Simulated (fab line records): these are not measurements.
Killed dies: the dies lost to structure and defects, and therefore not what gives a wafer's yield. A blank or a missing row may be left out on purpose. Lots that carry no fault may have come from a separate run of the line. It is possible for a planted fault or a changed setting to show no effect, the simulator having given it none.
Split-lot experiment || flow gf180mcu || on a route of 602 steps: 5 lots, 23 wafers read

## SPLIT DETAILS
At GF_VT_IMPLANT_IMPLANT_19, the setting energy-kev was moved away from the recipe's 100 on 10 of the 23 wafers read, by -5.7% to +7.6%. This setting was run at the recipe's value on the other wafers.

## SPLIT TO READING: what lies between them in the file, 1 step
- GF_VT_IMPLANT_STRIP_20: strips in O2/N2

## THE READING
VT_IMPLANT_2_TW, at GF_VT_IMPLANT_TW_MEAS_21. On this fab line, fault-free wafers typically give 1223 with a standard deviation of 8.7.

{"wafer": "L076.3", "tool, chamber at the split": "implanter-02, 0", "energy-kev as run": 100, "against the recipe": "recipe", "VT_IMPLANT_2_TW": 1227, "against lot-mates on the recipe": "-"}
{"wafer": "L076.4", "tool, chamber at the split": "implanter-02, 0", "energy-kev as run": 100, "against the recipe": "recipe", "VT_IMPLANT_2_TW": 1230, "against lot-mates on the recipe": "-"}
{"wafer": "L076.5", "tool, chamber at the split": "implanter-02, 0", "energy-kev as run": 100, "against the recipe": "recipe", "VT_IMPLANT_2_TW": 1231, "against lot-mates on the recipe": "-"}
{"wafer": "L078.1", "tool, chamber at the split": "implanter-03, 0", "energy-kev as run": 100, "against the recipe": "recipe", "VT_IMPLANT_2_TW": 1225, "against lot-mates on the recipe": "-"}
{"wafer": "L078.2", "tool, chamber at the split": "implanter-03, 0", "energy-kev as run": 107.6, "against the recipe": "+7.6%", "VT_IMPLANT_2_TW": 1252, "against lot-mates on the recipe": "+23"}
{"wafer": "L078.4", "tool, chamber at the split": "implanter-03, 0", "energy-kev as run": 107.6, "against the recipe": "+7.6%", "VT_IMPLANT_2_TW": 1251, "against lot-mates on the recipe": "+22"}
{"wafer": "L078.5", "tool, chamber at the split": "implanter-03, 0", "energy-kev as run": 107.6, "against the recipe": "+7.6%", "VT_IMPLANT_2_TW": 1250, "against lot-mates on the recipe": "+21"}
{"wafer": "L078.6", "tool, chamber at the split": "implanter-03, 0", "energy-kev as run": 100, "against the recipe": "recipe", "VT_IMPLANT_2_TW": 1233, "against lot-mates on the recipe": "-"}
{"wafer": "L079.1", "tool, chamber at the split": "implanter-01, 0", "energy-kev as run": 100, "against the recipe": "recipe", "VT_IMPLANT_2_TW": 1228, "against lot-mates on the recipe": "-"}
{"wafer": "L079.2", "tool, chamber at the split": "implanter-01, 0", "energy-kev as run": 104.3, "against the recipe": "+4.3%", "VT_IMPLANT_2_TW": 1242, "against lot-mates on the recipe": "+11"}
{"wafer": "L079.3", "tool, chamber at the split": "implanter-01, 0", "energy-kev as run": 104.3, "against the recipe": "+4.3%", "VT_IMPLANT_2_TW": 1235, "against lot-mates on the recipe": "+4"}
{"wafer": "L079.5", "tool, chamber at the split": "implanter-01, 0", "energy-kev as run": 100, "against the recipe": "recipe", "VT_IMPLANT_2_TW": 1232, "against lot-mates on the recipe": "-"}
{"wafer": "L079.6", "tool, chamber at the split": "implanter-01, 0", "energy-kev as run": 100, "against the recipe": "recipe", "VT_IMPLANT_2_TW": 1232, "against lot-mates on the recipe": "-"}
{"wafer": "L082.1", "tool, chamber at the split": "implanter-03, 0", "energy-kev as run": 94.35, "against the recipe": "-5.7%", "VT_IMPLANT_2_TW": 1198, "against lot-mates on the recipe": -26}
{"wafer": "L082.2", "tool, chamber at the split": "implanter-03, 0", "energy-kev as run": 100, "against the recipe": "recipe", "VT_IMPLANT_2_TW": 1225, "against lot-mates on the recipe": "-"}
{"wafer": "L082.3", "tool, chamber at the split": "implanter-03, 0", "energy-kev as run": 94.35, "against the recipe": "-5.7%", "VT_IMPLANT_2_TW": 1204, "against lot-mates on the recipe": -20}
{"wafer": "L082.5", "tool, chamber at the split": "implanter-03, 0", "energy-kev as run": 94.35, "against the recipe": "-5.7%", "VT_IMPLANT_2_TW": 1208, "against lot-mates on the recipe": -16}
{"wafer": "L082.6", "tool, chamber at the split": "implanter-03, 0", "energy-kev as run": 100, "against the recipe": "recipe", "VT_IMPLANT_2_TW": 1224, "against lot-mates on the recipe": "-"}
{"wafer": "L083.1", "tool, chamber at the split": "implanter-03, 0", "energy-kev as run": 103.8, "against the recipe": "+3.8%", "VT_IMPLANT_2_TW": 1224, "against lot-mates on the recipe": "+9"}
{"wafer": "L083.2", "tool, chamber at the split": "implanter-03, 0", "energy-kev as run": 100, "against the recipe": "recipe", "VT_IMPLANT_2_TW": 1213, "against lot-mates on the recipe": "-"}
{"wafer": "L083.3", "tool, chamber at the split": "implanter-03, 0", "energy-kev as run": 100, "against the recipe": "recipe", "VT_IMPLANT_2_TW": 1215, "against lot-mates on the recipe": "-"}
{"wafer": "L083.4", "tool, chamber at the split": "implanter-03, 0", "energy-kev as run": 103.8, "against the recipe": "+3.8%", "VT_IMPLANT_2_TW": 1225, "against lot-mates on the recipe": "+10"}
{"wafer": "L083.5", "tool, chamber at the split": "implanter-03, 0", "energy-kev as run": 100, "against the recipe": "recipe", "VT_IMPLANT_2_TW": 1216, "against lot-mates on the recipe": "-"}

THE FIT
A straight line over all 23 wafers: VT_IMPLANT_2_TW changes by +3.28 for each +1% of energy-kev; r = +0.88; the points scatter about the line by 6.8.
The same after taking each lot's own level away (the mean of its wafers on the recipe; 23 wafers): +3.08 for each +1%; r = +0.97; scatter 3.2.
On that fit, the largest move of energy-kev shifts the reading by 23.
Across the lots, their own levels run from 1214.7 to 1230.7, a range of 1.8 times the standard deviation given above.
The two slopes are in agreement: the lot-to-lot level therefore moves the slope only a little.
Check: with one of the wafers moved furthest among these (+7.6%) left out of the fit, the line predicts +21.9 for it against its lot-mates. Against them it came out at +23.

## THESE WAFERS: OTHER SPLITS
Other splits were also applied to these wafers ahead of the reading. Each is held against what the fit with the lots' levels taken away leaves over:
{"other split on the same wafers": "GF_STI_CVD_03 temp-c", "wafers away from the commonest value": 15, "r with VT_IMPLANT_2_TW (lot level and that fit taken away)": "+0.17"}
{"other split on the same wafers": "GF_STI_ETCH_14 icp-w", "wafers away from the commonest value": 10, "r with VT_IMPLANT_2_TW (lot level and that fit taken away)": -0.15}
{"other split on the same wafers": "GF_STI_WET_ETCH_28 temp-c", "wafers away from the commonest value": 15, "r with VT_IMPLANT_2_TW (lot level and that fit taken away)": "+0.06"}
{"other split on the same wafers": "GF_LVPWELL_IMPLANT_09 energy-kev", "wafers away from the commonest value": 11, "r with VT_IMPLANT_2_TW (lot level and that fit taken away)": -0.23}
{"other split on the same wafers": "GF_MVSD_IMPLANT_08 energy-kev", "wafers away from the commonest value": 10, "r with VT_IMPLANT_2_TW (lot level and that fit taken away)": "+0.11"}
{"other split on the same wafers": "GF_VT_IMPLANT_IMPLANT_08 dose-cm2", "wafers away from the commonest value": 11, "r with VT_IMPLANT_2_TW (lot level and that fit taken away)": "+0.39"}

## THE WHOLE CHAIN: every reading that the file lists as answering this split, in the file's order
{"step": "GF_VT_IMPLANT_IMPLANT_19", "what it does": "", "reading": "implant.rp-nm (the simulator's own value, which no gauge read)", "change (the file's fit)": "+0.521 nm for each +1% of the setting", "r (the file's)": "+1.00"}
{"step": "GF_VT_IMPLANT_IMPLANT_19", "what it does": "", "reading": "implant.drp-nm (the simulator's own value, which no gauge read)", "change (the file's fit)": "+0.197 nm for each +1% of the setting", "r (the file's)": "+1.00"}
{"step": "GF_VT_IMPLANT_TW_MEAS_21", "what it does": "", "reading": "VT_IMPLANT_2_TW", "change (the file's fit)": "+2.93 for each +1% of the setting", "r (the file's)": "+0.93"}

## THE FILE'S OWN FIT
VT_IMPLANT_2_TW changes by +2.93 for each +1% of energy-kev, r = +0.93.
